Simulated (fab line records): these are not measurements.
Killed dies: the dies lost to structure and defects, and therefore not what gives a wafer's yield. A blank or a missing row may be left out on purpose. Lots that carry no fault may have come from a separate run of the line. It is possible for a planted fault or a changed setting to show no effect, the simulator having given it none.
A single fault, viewed from 2 desks || flow gf180mcu || only its own numbers are on each desk; what lay behind them is given at the end

== AT THE METROLOGY DESK ==
Means of the sampled wafers that have a number, per lot and without regard to the tool the lot ran on: this is what the gauges read. If a lot's mean is further than 4 standard deviations from the usual mean, the lot is out of limits and carries the mark OUT (the distance appears in the brackets).
Columns: A = cd nm at GF_V4_CD_MEAS_14, usual 260.2 nm; B = V4_OVL at GF_V4_OVL_MEAS_15, usual -2 nm
{"lot": "L700", "first seen here": "day 26 23:29", "A": 260.8, "B": 5}
{"lot": "L705", "first seen here": "day 28 05:01", "A": 259.1, "B": -2}
{"lot": "L709", "first seen here": "day 29 09:35", "A": 260.8, "B": -1}
{"lot": "L712", "first seen here": "day 30 15:14", "A": 260.7, "B": 5}
{"lot": "L713", "first seen here": "day 30 19:41", "A": 258.1, "B": -10}
This desk's finding: nothing out of limits on any of the 5 lots.

== AT THE TOOL OWNER'S DESK: pvd sputter-02 ==
At GF_V4_SPUTTER_22 (material TiN, target thk 10 nm, time 40 s) the tool's own readings: per lot run on this tool, the mean of the sampled wafers that have a number. If a lot's mean is further than 4 standard deviations from the usual mean, the lot is out of limits and carries the mark OUT (the distance appears in the brackets).
Columns: A = chamber pressure pa at GF_V4_SPUTTER_22, usual 4.999 Pa; B = throttle valve pct at GF_V4_SPUTTER_22, usual 30.2 %
{"lot": "L700", "first seen here": "day 27 00:24", "A": "4.689 (-31) OUT", "B": 31.4}
{"lot": "L712", "first seen here": "day 30 16:09", "A": 5.001, "B": 29.7}
This desk finds L700 out of limits, L700 being first, at day 27 00:24 (chamber pressure pa at GF_V4_SPUTTER_22). In limits: L712.

== PUT TOGETHER ==
On L700, at day 27 00:24, an alarm was possible from the tool owner's desk.
Metrology desk: nothing out of limits seen.
The metrology desk holds a record of L700, inside its limits.
All the named lots went through GF_V4_SPUTTER_22 on pvd sputter-02.

== WHAT THE SIMULATOR PUT IN ==
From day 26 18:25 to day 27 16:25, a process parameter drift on pvd sputter-02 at GF_V4_SPUTTER_22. The setting chamber pressure pa was moved by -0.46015, starting from 5. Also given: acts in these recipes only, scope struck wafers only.
Lots struck among those shown: L700.
Delay in hours, fault start to first out-of-limits reading, by desk: the tool owner's desk at 6.
